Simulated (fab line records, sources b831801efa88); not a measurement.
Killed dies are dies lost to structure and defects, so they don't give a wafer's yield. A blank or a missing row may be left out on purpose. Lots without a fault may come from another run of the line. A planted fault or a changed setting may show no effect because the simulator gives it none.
Which tool did it? | flow sky130 | 14 lots, 42 wafers sampled, at 4 steps of a route of 708

WHAT THE GAUGES READ, wafer by wafer
SKY_NWELL_RS_MEAS_31: measures by four-point-probe. Usual: PWDE_RS 5280 ohm/sq, standard deviation 19.
lot  | measured     | on            | PWDE_RS (ohm/sq) | flag
L762 | day 5 18:37  | film_metro-03 | 5274 5274 5283   |
L764 | day 6 02:46  | film_metro-03 | 5288 5267 5285   |
L763 | day 6 03:07  | film_metro-02 | 5263 5260 5276   |
L766 | day 6 16:46  | film_metro-03 | 5276 5292 5275   |
L767 | day 7 00:28  | film_metro-02 | 5246 5252 5255   |
L768 | day 7 03:25  | film_metro-03 | 5275 5257 5276   |
L776 | day 9 02:37  | film_metro-02 | 5288 5300 5286   |
L777 | day 9 07:01  | film_metro-03 | 5287 5301 5272   |
L779 | day 9 21:25  | film_metro-02 | 5302 5306 5309   |
L780 | day 10 03:26 | film_metro-03 | 5294 5281 5291   |
L781 | day 10 19:10 | film_metro-04 | 5276 5289 5287   |
L782 | day 11 11:10 | film_metro-03 | 5257 5248 5286   |
L783 | day 11 12:29 | film_metro-02 | 5299 5311 5290   |
L784 | day 11 15:16 | film_metro-02 | 5284 5292 5285   |

SKY_VT_ADJUST_NCORE_CD_MEAS_07: target cd 380 nm. Usual: cd_nm 379.9 nm, standard deviation 2.9.
lot  | measured     | on        | cd_nm (nm)        | flag
L762 | day 8 23:26  | cd_sem-01 | 376.8 378.9 378.9 |
L764 | day 9 07:44  | cd_sem-01 | 380.2 379.8 379.3 |
L763 | day 9 08:22  | cd_sem-02 | 381.9 383.0 383.6 |
L766 | day 9 23:56  | cd_sem-02 | 376.7 378.7 377.5 |
L767 | day 10 10:43 | cd_sem-01 | 380.8 381.4 381.3 |
L768 | day 10 13:14 | cd_sem-02 | 381.4 384.8 384.6 |
L776 | day 12 19:20 | cd_sem-02 | 381.4 379.9 381.2 |
L777 | day 13 00:50 | cd_sem-02 | 375.0 376.1 375.7 |
L779 | day 13 17:08 | cd_sem-01 | 381.2 381.6 380.2 |
L780 | day 13 22:50 | cd_sem-01 | 375.1 375.5 375.8 |
L781 | day 14 16:58 | cd_sem-02 | 380.3 379.0 379.5 |
L782 | day 15 13:04 | cd_sem-02 | 378.1 377.1 378.7 |
L783 | day 15 14:25 | cd_sem-02 | 374.3 374.0 373.8 |
L784 | day 15 15:50 | cd_sem-01 | 379.7 381.6 382.3 |

SKY_SONOS_TUNNEL_CD_MEAS_07: target cd 410 nm. Usual: cd_nm 409.7 nm, standard deviation 2.1.
lot  | measured     | on        | cd_nm (nm)        | flag
L762 | day 11 16:38 | cd_sem-02 | 409.1 410.1 410.2 |
L764 | day 12 03:08 | cd_sem-02 | 407.0 407.8 407.9 |
L763 | day 12 03:59 | cd_sem-02 | 414.6 415.9 414.4 |
L766 | day 12 19:59 | cd_sem-01 | 409.0 409.9 411.6 |
L767 | day 13 06:44 | cd_sem-02 | - - -             | OFF
L768 | day 13 10:47 | cd_sem-01 | - - -             | OFF
L776 | day 16 01:26 | cd_sem-02 | 409.3 407.7 408.8 |
L777 | day 16 05:50 | cd_sem-02 | 407.7 405.2 408.3 |
L779 | day 17 00:53 | cd_sem-02 | 410.4 410.8 408.4 |
L780 | day 17 08:28 | cd_sem-02 | 411.1 412.4 412.7 |
L781 | day 18 06:35 | cd_sem-01 | 411.1 410.2 412.7 |
L782 | day 19 05:56 | cd_sem-01 | 407.4 406.3 409.6 |
L783 | day 19 07:12 | cd_sem-01 | 409.2 408.5 410.5 |
L784 | day 19 08:31 | cd_sem-01 | 411.6 412.0 410.3 |

WHICH TOOL RAN EACH LOT (tool, then ch and the chambers of the sampled wafers, then the start)
lot  | SKY_SONOS_TUNNEL_EXPOSE_04
L762 | iline_stepper-01 ch 0, day 11 06:37
L764 | iline_stepper-02 ch 0, day 11 16:13
L763 | iline_stepper-01 ch 0, day 11 16:30
L766 | iline_stepper-02 ch 0, day 12 07:56
L767 | iline_stepper-02, day 12 18:25
L768 | iline_stepper-02, day 12 22:41
L776 | iline_stepper-01 ch 0, day 15 11:58
L777 | iline_stepper-02 ch 0, day 15 16:58
L779 | iline_stepper-01 ch 0, day 16 11:31
L780 | iline_stepper-02 ch 0, day 16 17:38
L781 | iline_stepper-02 ch 0, day 17 15:35
L782 | iline_stepper-02 ch 0, day 18 14:59
L783 | iline_stepper-02 ch 0, day 18 16:31
L784 | iline_stepper-02 ch 0, day 18 17:56
- SKY_SONOS_TUNNEL_EXPOSE_04: exposes mask TUNM, target cd 410 nm.

WHAT THE TOOLS THEMSELVES READ (means of the sampled wafers that have a number; where no wafer has one, the mark that the record gives instead)
SKY_SONOS_TUNNEL_EXPOSE_04. Usual: exposure_dose_mJ_cm2 136.01, standard deviation 0.13; focus_offset_nm 0.0 nm, standard deviation 0.56.
lot  | tool             | exposure_dose_mJ_cm2 | focus_offset_nm (nm) | flag
L762 | iline_stepper-01 | 136.07               | -0.4                 |
L764 | iline_stepper-02 | 136.02               | -0.2                 |
L763 | iline_stepper-01 | 136.07               | -0.6                 |
L766 | iline_stepper-02 | 135.88               | 0.0                  |
L767 | iline_stepper-02 | -                    | -                    | OFF
L768 | iline_stepper-02 | -                    | -                    | OFF
L776 | iline_stepper-01 | 135.98               | 0.4                  |
L777 | iline_stepper-02 | 136.01               | 0.4                  |
L779 | iline_stepper-01 | 136.08               | 0.0                  |
L780 | iline_stepper-02 | 136.01               | 0.3                  |
L781 | iline_stepper-02 | 135.99               | -0.2                 |
L782 | iline_stepper-02 | 136.10               | -0.2                 |
L783 | iline_stepper-02 | 135.96               | -0.6                 |
L784 | iline_stepper-02 | 135.97               | 0.2                  |

THE ANSWER, worked out from the rows above alone
Rule: a lot is off if the mean of its wafers that have a number lies more than 3 standard deviations from the usual mean. A lot without any number at a reading at which 4 lots or more have one is off too. The other lots that the step has rows for count as sound. The gauges are gone through in route order, then the tools' own readings, and for those a lot's mean is taken as printed above. The first step at which some lot is off is used, and at that step the reading that is off furthest; a lot without a number counts as furthest.
Off: L767, L768, at SKY_SONOS_TUNNEL_CD_MEAS_07 (cd_nm). Without a number there: L767, L768.
A tool fits if, at a process step before that reading, it ran every lot that is off, and no sound lot after the first of them. The gauges at SKY_SONOS_TUNNEL_CD_MEAS_07 aren't tried: what is off there is off at SKY_SONOS_TUNNEL_EXPOSE_04 too, on other tools, and a gauge's error can't cause that. None of those tried fits.

WHAT THE SIMULATOR HAD PUT IN
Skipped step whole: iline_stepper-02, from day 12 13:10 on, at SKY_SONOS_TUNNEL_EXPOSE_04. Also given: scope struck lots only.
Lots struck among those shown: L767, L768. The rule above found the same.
